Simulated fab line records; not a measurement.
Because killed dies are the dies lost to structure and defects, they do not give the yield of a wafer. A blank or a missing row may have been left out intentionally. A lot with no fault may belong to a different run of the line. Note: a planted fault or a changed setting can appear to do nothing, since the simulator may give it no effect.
Code-filled problem report in 8D (eight disciplines) form    flow sky130    the parts of the form that need people (team, actions taken, sign-off) are left out

== 1. THE ISSUE ==
SONOS_ONO_CVD_04_THK at SKY_SONOS_ONO_THK_MEAS_05 reads a mean of 6.33 nm on 3 wafers of 1 lot; wafers without a fault read 5.71 nm with a standard deviation of 0.11. That puts it +5.6 standard deviations away from the usual mean.
First observed at day 16 02:28: wafer L154.1, on film_metro-04. Wafers with a number at this step in the record: 33, from 11 lots. The rule behind "out" and "out of limits": a value lying over 4 standard deviations away from the usual mean. Any other wafer with a number is counted as sound.

== 2. WHAT IT IS, AND WHAT IT ISN'T ==
question                     is                      is not
which readings at this step  SONOS_ONO_CVD_04_THK    -
which lots                   L154                    L143, L144, L146, L147, L149, L152, L162, L164, L165, L166
which wafers of those lots   all that have a number  -
read on which gauges         film_metro-04           film_metro-02, film_metro-03
when                         from day 16 02:28       up to then (18 sound wafers); but 12 sound wafers of L162, L164, L165, L166 came after

== 3. SUSPECTS, AND WHAT RULES EACH OUT ==
Counting: a tool at a process step up to the reading stays a suspect if it ran every lot that is out and no sound lot after the first of them.
- the gauge at SKY_SONOS_ONO_THK_MEAS_05 has been ruled out. All the wafers that are out were read on film_metro-04, but those of them that SKY_SONOS_ONO_CVD_04 has rows for are out there too, on other tools.
- plasma_asher-01 at SKY_VT_ADJUST_NCORE_STRIP_10 (strips in O2/N2): ruled out as a lasting fault. Sound lots L162, L164 ran on it after its first lot that is out, L154 (day 12 07:04).
- lpcvd-03 at SKY_SONOS_ONO_CVD_04 (deposits SiO2 from SiH4/N2O, target thk 5.7199 nm): ruled out as a lasting fault. Sound lots L162, L164, L165, L166 ran on it after its first lot that is out, L154 (day 16 01:13).
Left after counting: nothing in the record.

== 4. THE CAUSE (what the simulator had put in) ==
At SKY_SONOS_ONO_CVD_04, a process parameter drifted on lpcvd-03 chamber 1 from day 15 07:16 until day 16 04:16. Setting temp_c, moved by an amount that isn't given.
It was ruled out by counting, in error; the rule expects a fault to strike all lots run on its tool from its start on, and this fault did not.

== 5. THE CHAIN OF EFFECTS, in route order ==
Each row: a reading where the mean over the struck wafers with a number is more than 3 standard deviations away from the usual. Scope: only readings with a usual standard deviation given in the record; hours: median across lots of the time from each lot's start at the first step in this table that gives one to its start at this step; sigmas: change in usual standard deviations.
hours  step                       reading               usual    on struck wafers  change  sigmas
0      SKY_SONOS_ONO_CVD_04       spike_tc_bottom_C     919.9 C  924.9             +5.0    +4.1
0      SKY_SONOS_ONO_CVD_04       spike_tc_centre_C     898.9 C  905.4             +6.5    +6.6
0      SKY_SONOS_ONO_CVD_04       spike_tc_lower_C      900.4 C  906.2             +5.8    +6.0
0      SKY_SONOS_ONO_CVD_04       spike_tc_top_C        909.5 C  914.6             +5.1    +4.7
0      SKY_SONOS_ONO_CVD_04       spike_tc_upper_C      901.1 C  907.7             +6.6    +6.0
0      SKY_SONOS_ONO_CVD_04       susceptor_temp_C      900.0 C  905.7             +5.7    +16
1      SKY_SONOS_ONO_THK_MEAS_05  SONOS_ONO_CVD_04_THK  5.71 nm  6.33              +0.62   +5.6
Here are the process steps it includes:
- SKY_SONOS_ONO_CVD_04: deposits SiO2 from SiH4/N2O, target thk 5.7199 nm.

== 6. WHAT WOULD HAVE CAUGHT IT SOONER ==
Counted from the fault's start at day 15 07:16, it took 19 hours until the first out-of-limits reading at a measuring or inspecting step in this record, taken at day 16 02:28.
Tool's own readings at SKY_SONOS_ONO_CVD_04, spike_tc_bottom_C, spike_tc_centre_C, spike_tc_lower_C, spike_tc_top_C, spike_tc_upper_C, susceptor_temp_C: out on all struck wafers the step has rows for; an alarm limit on them would have tripped on the first.
